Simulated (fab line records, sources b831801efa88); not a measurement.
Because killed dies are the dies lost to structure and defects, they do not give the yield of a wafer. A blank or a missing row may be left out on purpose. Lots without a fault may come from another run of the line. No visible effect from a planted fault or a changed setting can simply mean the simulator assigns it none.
2 desks looking at one fault | flow gf180mcu | each desk has only its own numbers; what lay behind them comes last

== AT THE METROLOGY DESK ==
Lot by lot, what the gauges showed, no matter which tool ran the lot: averages of those sampled wafers that carry a number. Marked OUT: a lot whose mean sits more than 4 standard deviations from the usual mean, which makes it out of limits; the brackets give that distance.
Columns: A = V4_CVD_00_THK at GF_V4_THK_MEAS_01, usual 600 nm; B = V4_CVD_02_THK at GF_V4_THK_MEAS_03, usual 853 nm; C = V4_BOW at GF_V4_BOW_MEAS_05, usual 135 um; D = cdNm at GF_V4_CD_MEAS_14, usual 260.1 nm
lot  | first seen here | A   | B   | C   | D
L190 | day 24 12:49    | 596 | 867 | 131 | 259.4
L193 | day 26 04:48    | 605 | 866 | 136 | 257.8
L201 | day 28 09:31    | 602 | 846 | 129 | 259.0
L204 | day 29 02:28    | 602 | 838 | 132 | 260.8
L205 | day 29 08:43    | 607 | 858 | 137 | 259.5
This desk found nothing out of limits on any of the 5 lots.

== AT THE TOOL OWNER'S DESK: lithoTrack-04 ==
The tool's own readings at GF_V4_COAT_09 (resist thk 1000 nm): means of the sampled wafers that have a number, for each lot that ran on this tool. Marked OUT: a lot whose mean sits more than 4 standard deviations from the usual mean, which makes it out of limits; the brackets give that distance.
Columns: A = chillPlateTempC at GF_V4_COAT_09, usual 22.99 C
lot  | first seen here | A
L193 | day 26 15:00    | 23.03
L201 | day 28 19:00    | 22.98
This desk found nothing out of limits on any of the 2 lots.

== BROUGHT TOGETHER ==
The metrology desk saw nothing out of limits.
The desk of the tool owner found nothing out of limits.

== WHAT HAD BEEN PUT IN BY THE SIMULATOR ==
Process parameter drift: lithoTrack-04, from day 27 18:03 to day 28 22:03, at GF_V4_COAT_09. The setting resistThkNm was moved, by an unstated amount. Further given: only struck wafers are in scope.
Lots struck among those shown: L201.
